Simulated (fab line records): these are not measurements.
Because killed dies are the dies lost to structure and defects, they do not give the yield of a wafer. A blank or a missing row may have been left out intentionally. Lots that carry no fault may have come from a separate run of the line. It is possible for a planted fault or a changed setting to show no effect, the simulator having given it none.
Which tool was responsible? / flow gf180mcu / Sampling: 14 lots, 42 wafers, 5 of 602 route steps

WHAT THE GAUGES READ, wafer by wafer
GF_VT_IMPLANT_TW_MEAS_10. Usual: VT_IMPLANT_TW typically reads 562.0, with standard deviation 3.
lot=L698; measured=day 5 16:22; on=film metro-04; VT_IMPLANT_TW=560.6 557.1 560.5; flag=
lot=L699; measured=day 5 22:04; on=film metro-04; VT_IMPLANT_TW=557.9 559.5 558.6; flag=
lot=L700; measured=day 6 04:50; on=film metro-03; VT_IMPLANT_TW=562.2 565.9 562.7; flag=
lot=L703; measured=day 6 22:17; on=film metro-03; VT_IMPLANT_TW=564.2 564.9 562.4; flag=
lot=L706; measured=day 7 20:16; on=film metro-04; VT_IMPLANT_TW=568.1 569.6 567.5; flag=
lot=L708; measured=day 8 05:01; on=film metro-03; VT_IMPLANT_TW=559.7 562.5 561.0; flag=
lot=L710; measured=day 8 18:46; on=film metro-01; VT_IMPLANT_TW=560.9 559.1 561.3; flag=
lot=L712; measured=day 9 04:08; on=film metro-04; VT_IMPLANT_TW=563.5 563.3 561.0; flag=
lot=L713; measured=day 9 14:56; on=film metro-04; VT_IMPLANT_TW=563.1 562.1 562.1; flag=
lot=L716; measured=day 10 05:58; on=film metro-04; VT_IMPLANT_TW=558.9 561.9 562.8; flag=
lot=L717; measured=day 10 12:00; on=film metro-04; VT_IMPLANT_TW=561.9 558.9 561.4; flag=
lot=L718; measured=day 10 19:35; on=film metro-04; VT_IMPLANT_TW=558.8 562.0 560.0; flag=
lot=L719; measured=day 11 02:16; on=film metro-04; VT_IMPLANT_TW=564.4 560.0 560.5; flag=
lot=L721; measured=day 11 13:02; on=film metro-04; VT_IMPLANT_TW=560.7 563.6 563.3; flag=

GF_VT_IMPLANT_OVL_MEAS_40. Usual: VT_IMPLANT_03_OVL typically reads -0.3 nm, with standard deviation 1.6.
lot=L698; measured=day 7 12:50; on=overlay-01; VT_IMPLANT_03_OVL (nm)=0.0 -2.7 -3.3; flag=
lot=L699; measured=day 7 20:19; on=overlay-01; VT_IMPLANT_03_OVL (nm)=-1.9 -1.7 2.7; flag=
lot=L700; measured=day 8 03:52; on=overlay-01; VT_IMPLANT_03_OVL (nm)=-0.6 -1.0 -1.1; flag=
lot=L703; measured=day 8 22:17; on=overlay-01; VT_IMPLANT_03_OVL (nm)=0.7 1.5 0.2; flag=
lot=L706; measured=day 9 21:49; on=overlay-01; VT_IMPLANT_03_OVL (nm)=1.0 1.2 1.8; flag=
lot=L708; measured=day 10 07:53; on=overlay-01; VT_IMPLANT_03_OVL (nm)=-3.5 -4.2 -2.7; flag=
lot=L710; measured=day 10 23:13; on=overlay-02; VT_IMPLANT_03_OVL (nm)=1.8 -0.9 1.7; flag=
lot=L712; measured=day 11 09:41; on=overlay-01; VT_IMPLANT_03_OVL (nm)=-2.6 -0.3 -2.7; flag=
lot=L713; measured=day 11 20:47; on=overlay-02; VT_IMPLANT_03_OVL (nm)=-0.3 2.0 3.2; flag=
lot=L716; measured=day 12 14:04; on=overlay-02; VT_IMPLANT_03_OVL (nm)=-1.5 -1.1 -0.8; flag=
lot=L717; measured=day 12 18:46; on=overlay-02; VT_IMPLANT_03_OVL (nm)=-1.3 -2.1 -1.2; flag=
lot=L718; measured=day 13 04:03; on=overlay-01; VT_IMPLANT_03_OVL (nm)=2.0 1.6 -0.4; flag=
lot=L719; measured=day 13 10:34; on=overlay-02; VT_IMPLANT_03_OVL (nm)=1.7 2.3 1.6; flag=
lot=L721; measured=day 14 00:10; on=overlay-01; VT_IMPLANT_03_OVL (nm)=-1.7 0.8 -1.0; flag=

GF_VT_IMPLANT_RS_MEAS_49: a four-point-probe measurement. Usual: MVPSD_RS typically reads 1164.8 ohm/sq, with standard deviation 2.9.
lot=L698; measured=day 7 13:43; on=film metro-03; MVPSD_RS (ohm/sq)=1160.1 1165.1 1163.5; flag=
lot=L699; measured=day 7 21:10; on=film metro-02; MVPSD_RS (ohm/sq)=1169.5 1164.3 1169.7; flag=
lot=L700; measured=day 8 04:44; on=film metro-01; MVPSD_RS (ohm/sq)=1163.7 1164.8 1163.5; flag=
lot=L703; measured=day 8 23:08; on=film metro-01; MVPSD_RS (ohm/sq)=1164.7 1161.6 1165.1; flag=
lot=L706; measured=day 9 22:40; on=film metro-02; MVPSD_RS (ohm/sq)=1163.7 1166.9 1219.4; flag=OFF
lot=L708; measured=day 10 08:47; on=film metro-01; MVPSD_RS (ohm/sq)=1211.7 1162.3 1214.1; flag=OFF
lot=L710; measured=day 11 00:04; on=film metro-01; MVPSD_RS (ohm/sq)=1159.8 1161.0 1159.3; flag=
lot=L712; measured=day 11 10:41; on=film metro-03; MVPSD_RS (ohm/sq)=1160.3 1162.4 1159.8; flag=
lot=L713; measured=day 11 21:40; on=film metro-03; MVPSD_RS (ohm/sq)=1164.5 1161.7 1162.7; flag=
lot=L716; measured=day 12 14:57; on=film metro-03; MVPSD_RS (ohm/sq)=1165.4 1163.6 1165.4; flag=
lot=L717; measured=day 12 19:37; on=film metro-01; MVPSD_RS (ohm/sq)=1167.3 1165.6 1165.0; flag=
lot=L718; measured=day 13 04:55; on=film metro-03; MVPSD_RS (ohm/sq)=1163.9 1158.4 1162.0; flag=
lot=L719; measured=day 13 11:26; on=film metro-01; MVPSD_RS (ohm/sq)=1162.5 1165.4 1165.9; flag=
lot=L721; measured=day 14 01:02; on=film metro-01; MVPSD_RS (ohm/sq)=1164.0 1164.0 1165.9; flag=

EACH LOT AND THE TOOL THAT RAN IT (in order: tool; ch and the chambers of the sampled wafers; start)
lot=L698; GF_MVPSD_IMPLANT_09=implanter-04 ch 0, day 5 01:11; GF_VT_IMPLANT_RTA_45=rtp anneal-02 ch 0, day 7 13:16
lot=L699; GF_MVPSD_IMPLANT_09=implanter-03 ch 0, day 5 07:17; GF_VT_IMPLANT_RTA_45=rtp anneal-02 ch 0, day 7 20:43
lot=L700; GF_MVPSD_IMPLANT_09=implanter-01 ch 0, day 5 14:35; GF_VT_IMPLANT_RTA_45=rtp anneal-02 ch 0, day 8 04:16
lot=L703; GF_MVPSD_IMPLANT_09=implanter-04 ch 0, day 6 06:32; GF_VT_IMPLANT_RTA_45=rtp anneal-01 ch 0, day 8 22:41
lot=L706; GF_MVPSD_IMPLANT_09=implanter-04 ch 0, day 7 03:44; GF_VT_IMPLANT_RTA_45=rtp anneal-01 ch 0, day 9 22:12
lot=L708; GF_MVPSD_IMPLANT_09=implanter-04 ch 0, day 7 13:01; GF_VT_IMPLANT_RTA_45=rtp anneal-01 ch 0, day 10 08:19
lot=L710; GF_MVPSD_IMPLANT_09=implanter-03 ch 0, day 8 02:03; GF_VT_IMPLANT_RTA_45=rtp anneal-02 ch 0, day 10 23:37
lot=L712; GF_MVPSD_IMPLANT_09=implanter-01 ch 0, day 8 11:25; GF_VT_IMPLANT_RTA_45=rtp anneal-02 ch 0, day 11 10:13
lot=L713; GF_MVPSD_IMPLANT_09=implanter-01 ch 0, day 8 21:48; GF_VT_IMPLANT_RTA_45=rtp anneal-02 ch 0, day 11 21:12
lot=L716; GF_MVPSD_IMPLANT_09=implanter-03 ch 0, day 9 12:12; GF_VT_IMPLANT_RTA_45=rtp anneal-02 ch 0, day 12 14:29
lot=L717; GF_MVPSD_IMPLANT_09=implanter-03 ch 0, day 9 18:11; GF_VT_IMPLANT_RTA_45=rtp anneal-02 ch 0, day 12 19:10
lot=L718; GF_MVPSD_IMPLANT_09=implanter-01 ch 0, day 10 00:59; GF_VT_IMPLANT_RTA_45=rtp anneal-01 ch 0, day 13 04:28
lot=L719; GF_MVPSD_IMPLANT_09=implanter-03 ch 0, day 10 07:20; GF_VT_IMPLANT_RTA_45=rtp anneal-01 ch 0, day 13 10:58
lot=L721; GF_MVPSD_IMPLANT_09=implanter-01 ch 0, day 10 18:32; GF_VT_IMPLANT_RTA_45=rtp anneal-02 ch 0, day 14 00:34
- GF_MVPSD_IMPLANT_09
- GF_VT_IMPLANT_RTA_45: time 30 s.

AS READ BY THE TOOLS THEMSELVES (means over the sampled wafers that have a number; for cases with no such wafer, the mark the record gives instead)
GF_MVPSD_IMPLANT_09. Usual: faraday current uA reads 28.2 (standard deviation 0.57).
lot=L698; tool=implanter-04; faraday current uA=28.1; flag=
lot=L699; tool=implanter-03; faraday current uA=28.3; flag=
lot=L700; tool=implanter-01; faraday current uA=28.0; flag=
lot=L703; tool=implanter-04; faraday current uA=27.5; flag=
lot=L706; tool=implanter-04; faraday current uA=27.8; flag=
lot=L708; tool=implanter-04; faraday current uA=28.1; flag=
lot=L710; tool=implanter-03; faraday current uA=28.7; flag=
lot=L712; tool=implanter-01; faraday current uA=28.3; flag=
lot=L713; tool=implanter-01; faraday current uA=28.1; flag=
lot=L716; tool=implanter-03; faraday current uA=28.3; flag=
lot=L717; tool=implanter-03; faraday current uA=28.2; flag=
lot=L718; tool=implanter-01; faraday current uA=27.6; flag=
lot=L719; tool=implanter-03; faraday current uA=28.4; flag=
lot=L721; tool=implanter-01; faraday current uA=28.2; flag=

GF_VT_IMPLANT_RTA_45. Usual: lamp power pct 34 %, standard deviation 4.5; wafer_temp_C_max 1055.9, standard deviation 1.6.
lot=L698; tool=rtp anneal-02; lamp power pct (%)=31; wafer_temp_C_max=1055.8; flag=
lot=L699; tool=rtp anneal-02; lamp power pct (%)=31; wafer_temp_C_max=1054.3; flag=
lot=L700; tool=rtp anneal-02; lamp power pct (%)=31; wafer_temp_C_max=1055.5; flag=
lot=L703; tool=rtp anneal-01; lamp power pct (%)=40; wafer_temp_C_max=1057.3; flag=
lot=L706; tool=rtp anneal-01; lamp power pct (%)=40; wafer_temp_C_max=1057.5; flag=
lot=L708; tool=rtp anneal-01; lamp power pct (%)=40; wafer_temp_C_max=1055.9; flag=
lot=L710; tool=rtp anneal-02; lamp power pct (%)=31; wafer_temp_C_max=1056.5; flag=
lot=L712; tool=rtp anneal-02; lamp power pct (%)=31; wafer_temp_C_max=1055.1; flag=
lot=L713; tool=rtp anneal-02; lamp power pct (%)=31; wafer_temp_C_max=1054.6; flag=
lot=L716; tool=rtp anneal-02; lamp power pct (%)=31; wafer_temp_C_max=1055.5; flag=
lot=L717; tool=rtp anneal-02; lamp power pct (%)=31; wafer_temp_C_max=1055.2; flag=
lot=L718; tool=rtp anneal-01; lamp power pct (%)=40; wafer_temp_C_max=1057.7; flag=
lot=L719; tool=rtp anneal-01; lamp power pct (%)=40; wafer_temp_C_max=1057.3; flag=
lot=L721; tool=rtp anneal-02; lamp power pct (%)=31; wafer_temp_C_max=1054.8; flag=

THE ANSWER, worked out from the rows above alone
Rule: a lot is off if the mean of its wafers that have a number lies more than 3 standard deviations from the usual mean. Also off: a lot with no number at a reading for which 4 or more lots have one. Any other lot the step has rows for is counted as sound. Order of review: gauges by route order, followed by the tools' own readings, for which a lot's mean as printed above is used. The first step at which some lot is off is used, and at that step the reading that is off furthest; a lot without a number counts as furthest.
Off: L706, L708, seen at GF_VT_IMPLANT_RS_MEAS_49 (MVPSD_RS).
A tool fits if, at a process step before that reading, it ran every lot that is off, and no sound lot after the first of them. Those tools and the gauges at GF_VT_IMPLANT_RS_MEAS_49 are tried in the same way. One fits: implanter-04 at GF_MVPSD_IMPLANT_09. Its last sound lot is L703 (day 6 06:32), its first lot that is off L706 (day 7 03:44): a fault that began between those two fits.

WHAT WAS PUT IN BY THE SIMULATOR
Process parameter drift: implanter-04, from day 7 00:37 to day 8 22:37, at GF_MVPSD_IMPLANT_09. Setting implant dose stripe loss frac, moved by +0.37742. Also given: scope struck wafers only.
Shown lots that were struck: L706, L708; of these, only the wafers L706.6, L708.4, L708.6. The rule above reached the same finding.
